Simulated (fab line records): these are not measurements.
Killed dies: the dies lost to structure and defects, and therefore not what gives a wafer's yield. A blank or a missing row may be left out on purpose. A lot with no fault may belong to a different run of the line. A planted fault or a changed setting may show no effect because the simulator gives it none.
One fault through the eyes of 2 desks	flow sky130	what lay behind the numbers comes last; until then each desk has only its own

## TOOL OWNER'S DESK, implanter-04
SKY_LDD_LDN_IMPLANT_11, tool's own readings: per-lot mean of the sampled wafers with a number, covering each lot this tool ran. If a lot's mean is further than 4 standard deviations from the usual mean, the lot is out of limits and carries the mark OUT (the distance appears in the brackets).
Columns: A = beamEnergyKeV at SKY_LDD_LDN_IMPLANT_11, usual 15.000
lot	first seen here	A
L852	day 27 16:58	14.994
L856	day 29 03:48	15.809 (+99 or more) OUT
L857	day 29 05:52	15.804 (+99 or more) OUT
Finding of this desk: L856, L857 out of limits; the first was L856 at day 29 03:48, on beamEnergyKeV at SKY_LDD_LDN_IMPLANT_11. In limits: L852.

## METROLOGY DESK
Means of the sampled wafers that have a number, per lot and without regard to the tool the lot ran on: this is what the gauges read. If a lot's mean is further than 4 standard deviations from the usual mean, the lot is out of limits and carries the mark OUT (the distance appears in the brackets).
Columns: A = LDD_HVP_TW at SKY_LDD_HVP_TW_MEAS_10, usual 451; B = LDD_LDN_OVL at SKY_LDD_LDN_OVL_MEAS_07, usual -0.5 nm
lot	first seen here	A	B
L849	day 25 11:23	459	-0.2
L852	day 26 12:07	441	-2.8
L856	day 27 23:08	460	-2.4
L857	day 28 01:25	444	-0.4
L860	day 28 14:56	458	0.6
L862	day 29 11:56	461	-0.8
This desk found nothing out of limits on any of the 6 lots.

## BROUGHT TOGETHER
The tool owner's desk could have raised an alarm at day 29 03:48, on L856, L857.
The metrology desk saw nothing out of limits.
The metrology desk has L856, L857 on record, within its limits.
Every lot named ran SKY_LDD_LDN_IMPLANT_11 on implanter-04.

## WHAT THE SIMULATOR PUT IN
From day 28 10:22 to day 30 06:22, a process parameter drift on implanter-04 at SKY_LDD_LDN_IMPLANT_11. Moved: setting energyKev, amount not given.
Shown lots that were struck: L856, L857.
Hours from the fault's start to each desk's first reading out of limits: the tool owner's desk, 17.
